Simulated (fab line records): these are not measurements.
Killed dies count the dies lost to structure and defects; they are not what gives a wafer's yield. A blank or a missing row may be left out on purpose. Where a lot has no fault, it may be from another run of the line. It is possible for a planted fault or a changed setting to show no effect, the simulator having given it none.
fab line records ; flow sky130
record lots=6; wafers=18; last_day=50
route steps=708 shown METAL1@441 PAD_OPEN@708
lots that met no fault: from a run of the same line without faults
start_h: start of the lot's first displayed wafer, in hours after the record's first day ; wait_h: how many hours have passed since the lot's step before this one ; " repeats the value in the row above ; L1.1+2: several wafers, shown together as one row ; - value missing, or start not given ; * or withheld: withheld ; < > ~ a bound
route shown NAME@n: names a module that has steps shown in the file, with the first one's number in the route ; usual: the fault-free wafers' mean and standard deviation ; same: alike in all rows ; chamber/n: place in a boat ; sites: readings site by site ; _std_site: how widely they spread, as a standard deviation ; _edge_site: inner sites' mean taken away from outer sites' mean ; radius_mm: for every site, how far away it sits from the centre of the wafer ; mask NAME#n: copy n ; behind: the most recent tool/chamber to have shaped the wafer ; hold: the reason the lot was held/the length of the hold in hours/how it ended ; device: which transistor (n, p or np) failed to switch ; end of line: the same wafers' tests at the end of the route ; where a step has no rows: the recipe by itself ; killed: dies lost to structure and defects at the first sort, not the wafer's yield ; map: shows each die of a wafer: x if killed, . if not, _ if none is there
set.NAME: the setting the step ran with; set.NAME@STEP: the setting that earlier step ran with ; model.NAME: the simulator's own value behind a step, which no gauge read
lots at some steps of the route; a table a step, a row a wafer
services: a tool's chamber out of use, with start hour (start_h, from the record's first day; less than 0 if before it), hours out, and reason
## steps
# step SKY_METAL1_DEHYDRATE_07
# recipe temp_c=200; time_s=60
# step SKY_METAL1_HMDS_08
# recipe prime_time_s=60; prime_temp_c=120
# step SKY_METAL1_COAT_09
# recipe resist=BARC; temp_c=withheld; time_s=withheld; spin_rpm=3000; resist_thk_nm=60
# step SKY_METAL1_COAT_10
# recipe resist=KrF-thick; spin_rpm=3000; resist_thk_nm=450
# step SKY_METAL1_SOFTBAKE_11
# recipe temp_c=100; time_s=90; resist=KrF-thick
# step SKY_METAL1_EXPOSE_12
# recipe mask_id=MM1; na=0.8; source_shape=annular; sigma_inner=0.55; sigma_outer=0.85; target_cd_nm=140; dose_mj=28
# step SKY_METAL1_PEB_13
# recipe peb_temp_c=withheld; peb_time_s=withheld; resist=KrF-thick
# step SKY_METAL1_DEVELOP_14
# recipe develop_time_s=60; resist=KrF-thick; dev_temp_c=21
# step SKY_METAL1_CD_MEAS_15
# recipe target_cd_nm=140
# usual cd_nm=139.6/1.6
lot.wafer;tool;chamber;start_h;wait_h;cd_nm
L923.2;cd_sem-02;-;807.66;-;141.3
L923.4;cd_sem-02;-;807.66;-;140.7
L923.5;cd_sem-02;-;807.66;-;141.8
L926.1;cd_sem-02;-;820.62;-;139.3
L926.3;cd_sem-02;-;820.62;-;139.5
L926.6;cd_sem-02;-;820.62;-;138.4
L927.1;cd_sem-02;-;827.87;-;142.0
L927.3;cd_sem-02;-;827.87;-;140.1
L927.6;cd_sem-02;-;827.87;-;140.1
L930.2;cd_sem-01;-;848.90;-;139.8
L930.5;cd_sem-01;-;848.90;-;140.5
L930.6;cd_sem-01;-;848.90;-;139.9
L932.1;cd_sem-01;-;865.54;-;138.8
L932.2;cd_sem-01;-;865.54;-;138.7
L932.6;cd_sem-01;-;865.54;-;139.7
L940.3;cd_sem-01;-;923.21;-;138.9
L940.5;cd_sem-01;-;923.21;-;137.9
L940.6;cd_sem-01;-;923.21;-;138.3
# step SKY_METAL1_OVL_MEAS_16
# usual METAL1_OVL=-4/5.9
lot.wafer;tool;chamber;start_h;wait_h;METAL1_OVL[nm]
L923.2;overlay-02;-;807.77;0.1;-5
L923.4;overlay-02;-;807.77;0.1;-5
L923.5;overlay-02;-;807.77;0.1;-7
L926.1;overlay-01;-;820.74;0.1;-1
L926.3;overlay-01;-;820.74;0.1;-7
L926.6;overlay-01;-;820.74;0.1;-5
L927.1;overlay-01;-;827.99;0.1;0
L927.3;overlay-01;-;827.99;0.1;0
L927.6;overlay-01;-;827.99;0.1;-8
L930.2;overlay-02;-;849.00;0.1;-4
L930.5;overlay-02;-;849.00;0.1;-11
L930.6;overlay-02;-;849.00;0.1;-8
L932.1;overlay-01;-;865.66;0.1;-1
L932.2;overlay-01;-;865.66;0.1;-2
L932.6;overlay-01;-;865.66;0.1;0
L940.3;overlay-01;-;923.30;0.1;-11
L940.5;overlay-01;-;923.30;0.1;-17
L940.6;overlay-01;-;923.30;0.1;-8
# step SKY_METAL1_DESCUM_17
# recipe chemistry=O2; source_power_w=150; bias_power_w=0; pressure_mtorr=10; temp_c=40; time_s=8
# usual drypump_motor_current_A=5.62/0.13; oes_product_au=0.994/0.015
lot.wafer;tool;chamber;start_h;wait_h;drypump_motor_current_A;oes_product_au;rf_hours_counter_h
L923.2;rie_metal-01;1;807.80;0.0;5.42;0.973;0
L923.4;rie_metal-01;1;807.80;0.0;5.44;0.970;-
L923.5;rie_metal-01;0;807.80;0.0;5.57;0.985;-
L926.1;rie_metal-01;0;820.78;0.0;5.58;0.990;7
L926.3;rie_metal-01;0;820.78;0.0;5.59;0.994;-
L926.6;rie_metal-01;0;820.78;0.0;5.59;0.995;-
L927.1;rie_metal-01;1;828.03;0.0;5.44;0.977;1
L927.3;rie_metal-01;1;828.03;0.0;5.42;0.976;-
L927.6;rie_metal-01;1;828.03;0.0;5.44;0.981;-
L930.2;rie_metal-04;1;849.03;0.0;5.76;0.990;13
L930.5;rie_metal-04;1;849.03;0.0;5.75;0.981;-
L930.6;rie_metal-04;0;849.03;0.0;5.73;0.983;-
L932.1;rie_metal-01;0;865.70;0.0;5.58;0.998;8
L932.2;rie_metal-01;1;865.70;0.0;5.42;0.979;3
L932.6;rie_metal-01;0;865.70;0.0;5.57;0.997;-
L940.3;rie_metal-04;1;923.34;0.0;5.75;0.980;-
L940.5;rie_metal-04;0;923.34;0.0;5.71;1.025;-
L940.6;rie_metal-04;1;923.34;0.0;5.74;0.985;-
# step SKY_METAL1_ETCH_18
# recipe chemistry=N2/H2; target=BARC; ion_energy_ev=200; bias_w=100; pressure_mtorr=30; n2_flow_sccm=100; h2_flow_sccm=200; icp_w=500; stop_on=SiO2; time_s=45.9; target_depth_a=600
# usual drypump_motor_current_A=5.63/0.13; oes_product_au=0.855/0.0053; rf_fwd_power_W=495.5/1.9; throttle_valve_pct=13.224/0.0091
lot.wafer;tool;chamber;start_h;wait_h;drypump_motor_current_A;oes_product_au;rf_fwd_power_W;rf_hours_counter_h;throttle_valve_pct
L923.2;rie_metal-01;1;807.83;0.0;5.43;0.857;495.0;0;13.229
L923.4;rie_metal-01;1;807.83;0.0;5.45;0.851;497.6;-;13.229
L923.5;rie_metal-01;0;807.83;0.0;5.58;0.857;495.4;-;13.214
L926.1;rie_metal-01;0;820.81;0.0;5.56;0.850;497.7;7;13.233
L926.3;rie_metal-01;0;820.81;0.0;5.57;0.862;494.4;-;13.216
L926.6;rie_metal-01;0;820.81;0.0;5.57;0.861;494.4;-;13.233
L927.1;rie_metal-01;1;828.06;0.0;5.41;0.863;493.9;1;13.224
L927.3;rie_metal-01;1;828.06;0.0;5.42;0.852;497.1;-;13.250
L927.6;rie_metal-01;1;828.06;0.0;5.41;0.848;494.3;-;13.227
L930.2;rie_metal-04;1;849.06;0.0;5.74;0.851;497.4;13;13.221
L930.5;rie_metal-04;1;849.06;0.0;5.76;0.857;495.1;-;13.217
L930.6;rie_metal-04;0;849.06;0.0;5.72;0.856;495.1;-;13.207
L932.1;rie_metal-01;0;865.73;0.0;5.57;0.854;495.0;8;13.216
L932.2;rie_metal-01;1;865.73;0.0;5.43;0.849;494.3;3;13.225
L932.6;rie_metal-01;0;865.73;0.0;5.56;0.860;495.9;-;13.222
L940.3;rie_metal-04;1;923.38;0.0;5.74;0.848;498.2;-;13.220
L940.5;rie_metal-04;0;923.38;0.0;5.74;0.848;498.9;-;13.221
L940.6;rie_metal-04;1;923.38;0.0;5.75;0.852;495.7;-;13.223
# step SKY_METAL1_METAL_ETCH_19
# recipe target_depth_a=3600; stop_on=SiO2; over_etch_frac=0.3; time_s=78; chemistry=Cl2/BCl3; resist_sidewall_deg=88; pressure_mtorr=10; icp_w=900; bias_w=48.5; Cl2_flow_sccm=60; bcl3_flow_sccm=30
# usual drypump_motor_current_A=5.62/0.13; oes_product_au=0.854/0.0061; rf_fwd_power_W=894/3.4; throttle_valve_pct=22.264/0.0094
lot.wafer;tool;chamber;start_h;wait_h;drypump_motor_current_A;oes_product_au;rf_fwd_power_W;rf_hours_counter_h;throttle_valve_pct;model.KrF-thick_of_METAL1_COAT_10.thk_nm;model.METAL1.cd_nm
L923.2;rie_metal-01;1;807.89;0.0;5.42;0.859;896;0;22.266;172.1;143.1
L923.4;rie_metal-01;1;807.89;0.0;5.42;0.851;890;-;22.253;170.1;141.8
L923.5;rie_metal-01;0;807.89;0.0;5.57;0.855;898;-;22.249;160.5;140.1
L926.1;rie_metal-01;0;820.87;0.0;5.53;0.857;890;7;22.265;155.9;140.3
L926.3;rie_metal-01;0;820.87;0.0;5.54;0.851;899;-;22.265;158.1;141.4
L926.6;rie_metal-01;0;820.87;0.0;5.57;0.860;892;-;22.258;156.2;138.9
L927.1;rie_metal-01;1;828.12;0.0;5.44;0.854;745;1;22.263;204.1;147.8
L927.3;rie_metal-01;1;828.12;0.0;5.42;0.855;743;-;22.268;197.9;144.2
L927.6;rie_metal-01;1;828.12;0.0;5.42;0.847;744;-;22.274;200;147.5
L930.2;rie_metal-04;1;849.13;0.0;5.75;0.840;893;13;22.276;165.4;136.9
L930.5;rie_metal-04;1;849.13;0.0;5.74;0.859;895;-;22.270;161;137.9
L930.6;rie_metal-04;0;849.13;0.0;5.75;0.844;899;-;22.256;160.4;139.8
L932.1;rie_metal-01;0;865.79;0.0;5.55;0.853;891;9;22.266;160.6;137.7
L932.2;rie_metal-01;1;865.79;0.0;5.41;0.853;751;3;22.270;202.9;144.1
L932.6;rie_metal-01;0;865.79;0.0;5.54;0.852;891;-;22.267;160.5;140.4
L940.3;rie_metal-04;1;923.45;0.1;5.74;0.858;892;-;22.255;163.3;137.7
L940.5;rie_metal-04;0;923.45;0.1;5.74;0.866;893;-;22.256;146.8;134.6
L940.6;rie_metal-04;1;923.45;0.1;5.71;0.854;891;-;22.257;162.9;138.1
# step SKY_METAL1_STRIP_20
# recipe chemistry=O2/N2; power_w=1400; pressure_mtorr=1500; platen_temp_c=withheld; o2_flow_sccm=3000; n2_flow_sccm=300; overash_fraction=0.5
# usual drypump_motor_current_A=5.63/0.23; oes_product_au=0.344/0.0057; strip_time_to_endpoint_s=2.72/0.076
lot.wafer;tool;chamber;start_h;wait_h;drypump_motor_current_A;oes_product_au;rf_hours_counter_h;strip_time_to_endpoint_s
L923.2;plasma_asher-01;0;807.98;0.1;5.45;0.349;6;2.85
L923.4;plasma_asher-01;1;807.98;0.1;5.94;0.343;-;2.83
L923.5;plasma_asher-01;1;807.98;0.1;5.94;0.342;-;2.72
L926.1;plasma_asher-01;0;820.96;0.1;5.46;0.344;8;2.67
L926.3;plasma_asher-01;1;820.96;0.1;5.96;0.344;-;2.68
L926.6;plasma_asher-01;1;820.96;0.1;5.97;0.335;-;2.68
L927.1;plasma_asher-01;1;828.21;0.1;5.98;0.370;8;3.20
L927.3;plasma_asher-01;0;828.21;0.1;5.46;0.355;-;3.15
L927.6;plasma_asher-01;0;828.21;0.1;5.44;0.363;-;3.14
L930.2;plasma_asher-04;1;849.22;0.1;5.44;0.350;74;2.78
L930.5;plasma_asher-04;0;849.22;0.1;5.69;0.344;-;2.73
L930.6;plasma_asher-04;1;849.22;0.1;5.46;0.342;-;2.72
L932.1;plasma_asher-04;1;865.88;0.1;5.40;0.336;75;2.71
L932.2;plasma_asher-04;0;865.88;0.1;5.65;0.368;75;3.18
L932.6;plasma_asher-04;1;865.88;0.1;5.39;0.344;-;2.71
L940.3;plasma_asher-04;1;923.54;0.1;5.42;0.342;-;2.75
L940.5;plasma_asher-04;0;923.54;0.1;5.70;0.337;-;2.57
L940.6;plasma_asher-04;1;923.54;0.1;5.41;0.346;-;2.73
# step SKY_METAL1_STRIP_21
# recipe chemistry=post_etch_residue_remover; time_s=1200; temp_c=72.5
# step SKY_PAD_OPEN_PROBE_99
# usual defect_limited_yield=81.9/2; killed_at_M0_to_M3=43/6.5; killed_at_M4_up=3.2/1.8; killed_at_contacts=26/5.2; killed_at_front_end=16/4.8; killed_at_other=0.3/0.6; killed_dies=89/9.6; killed_open=48/7.1; killed_short=40/6.4; sort_bin_3_pad_short=0.9/0.37; sort_bin_5_function=10.7/1.4; sort_bin_6_memory=6.5/1.2; sort_n_pass=403/9.6; sort_yield_pct=81.9/2
# same gross_dies=492; killed_at_back_side=0; sort_bin_4_leakage[%]=0; sort_bin_8_speed[%]=0
lot.wafer;tool;chamber;start_h;wait_h;defect_limited_yield[%];killed_at_M0_to_M3;killed_at_M4_up;killed_at_contacts;killed_at_front_end;killed_at_other;killed_dies;killed_open;killed_short;sort_bin_3_pad_short[%];sort_bin_5_function[%];sort_bin_6_memory[%];sort_n_pass;sort_yield_pct[%]
L926.1;prober-01;-;1119.24;0.1;81.1;47;5;18;23;0;93;47;46;1.0;12.8;5.1;399;81.1
L926.3;prober-01;-;1119.34;0.2;82.1;36;5;31;15;1;88;48;39;0.6;9.6;7.7;404;82.1
L926.6;prober-01;-;1119.49;0.2;83.7;32;3;26;19;0;80;42;37;0.8;9.3;6.1;412;83.7
L927.1;prober-02;-;1126.56;0.1;85.4;37;3;23;7;2;72;35;34;1.2;8.3;5.1;420;85.4
L927.3;prober-02;-;1126.66;0.2;81.5;38;6;26;21;0;91;43;48;1.0;12.2;5.3;401;81.5
L927.6;prober-02;-;1126.81;0.2;82.7;49;2;20;11;3;85;43;40;0.8;10.4;6.1;407;82.7
L932.1;prober-01;-;1154.06;0.1;83.5;33;4;26;16;2;81;45;35;0.6;9.6;6.3;411;83.5
L932.2;prober-01;-;1154.11;0.1;84.1;28;5;33;12;0;78;39;36;0;10.2;5.7;414;84.1
L932.6;prober-01;-;1154.31;0.2;81.3;45;5;31;11;0;92;52;40;1.2;11.6;5.9;400;81.3
# killed by level:class
L926.1 CONTACT:geometric_particle:open=9 METAL1:geometric_particle:short=8 FIELD_ISO:geometric_particle:open=7 VIA3:geometric_particle:open=7 VIA1:geometric_particle:short=7 VIA1:geometric_particle:open=7 FIELD_ISO:geometric_particle:short=6 VIA2:geometric_particle:open=6
L926.3 CONTACT:geometric_particle:open=11 VIA2:geometric_particle:open=8 LI_CONTACT:geometric_particle:open=7 VIA3:geometric_particle:open=6 LOCAL_INTERCONNECT:geometric_particle:short=5 CONTACT:geometric_particle:short=5 VIA1:geometric_particle:open=5 POLY_GATE:geometric_particle:short=4
L926.6 LI_CONTACT:geometric_particle:open=8 CONTACT:geometric_particle:open=7 FIELD_ISO:geometric_particle:open=6 FIELD_ISO:geometric_particle:short=5 METAL2:geometric_particle:short=5 METAL1:geometric_particle:short=5 METAL1:geometric_particle:open=4 LOCAL_INTERCONNECT:geometric_particle:short=4
L927.1 LI_CONTACT:geometric_particle:open=8 VIA2:geometric_particle:open=7 LOCAL_INTERCONNECT:geometric_particle:short=6 CONTACT:geometric_particle:open=6 VIA3:geometric_particle:open=5 METAL1:geometric_particle:short=4 VIA1:geometric_particle:open=4 METAL2:geometric_particle:short=4
L927.3 LI_CONTACT:geometric_particle:open=8 FIELD_ISO:geometric_particle:short=7 CONTACT:geometric_particle:short=7 VIA1:geometric_particle:short=7 VIA1:geometric_particle:open=7 CONTACT:geometric_particle:open=6 VIA2:geometric_particle:short=6 VIA3:geometric_particle:open=5
L927.6 VIA1:geometric_particle:open=13 METAL1:geometric_particle:short=10 LI_CONTACT:geometric_particle:open=9 CONTACT:geometric_particle:short=7 VIA3:geometric_particle:open=6 VIA2:geometric_particle:open=5 POLY_GATE:geometric_particle:short=4 FIELD_ISO:geometric_particle:open=3
L932.1 LI_CONTACT:geometric_particle:open=13 VIA1:geometric_particle:open=7 CONTACT:geometric_particle:open=6 POLY_GATE:geometric_particle:open=5 VIA1:geometric_particle:short=5 VIA3:geometric_particle:open=4 METAL1:geometric_particle:short=4 FIELD_ISO:geometric_particle:short=3
L932.2 LI_CONTACT:geometric_particle:open=12 CONTACT:geometric_particle:short=9 CONTACT:geometric_particle:open=7 VIA3:geometric_particle:short=6 FIELD_ISO:geometric_particle:open=4 VIA1:geometric_particle:open=4 VIA1:geometric_particle:short=4 METAL2:geometric_particle:short=4
L932.6 VIA1:geometric_particle:open=17 CONTACT:geometric_particle:open=10 LI_CONTACT:geometric_particle:open=7 VIA2:geometric_particle:open=6 LI_CONTACT:geometric_particle:short=5 CONTACT:geometric_particle:short=5 METAL1:geometric_particle:short=4 VIA2:geometric_particle:short=4
## services
tool;chamber;start_h;hours;kind
plasma_asher-04;-;796.39;1.3;repair
plasma_asher-01;-;801.57;1.6;repair
plasma_asher-04;-;807.98;0.5;repair
rie_metal-04;0;850.38;-;clean
rie_metal-04;0;850.38;22.2;scheduled_down
rie_metal-04;0;850.38;22.2;vent_cycle
rie_metal-04;-;861.35;2.0;repair
plasma_asher-04;-;901.04;14.6;pm
rie_metal-01;-;901.46;0.3;repair
rie_metal-04;-;917.03;1.4;pm
## key
first_sign step=SKY_METAL1_METAL_ETCH_19; reading=rf_fwd_power_W; direction=down; sigmas=44; usual=894; struck=746
effect step=SKY_METAL1_STRIP_20; reading=strip_time_to_endpoint_s; direction=up; sigmas=5.8; usual=*; struck=*
model_effect step=SKY_METAL1_METAL_ETCH_19; value=KrF-thick_of_METAL1_COAT_10.thk_nm; without=170.2; struck=201.2
met_at SKY_METAL1_METAL_ETCH_19
struck_wafers L927.1,L927.3,L927.6,L932.2
onset_between 807.89 828.12
fault kind=process_parameter_drift; tool=rie_metal-01; chamber=1; onset_h=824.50; steps=SKY_METAL1_METAL_ETCH_19; channel=icp_w; offset=-144; shape=step; end_h=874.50; acts_in=these_recipes_only; stated=900
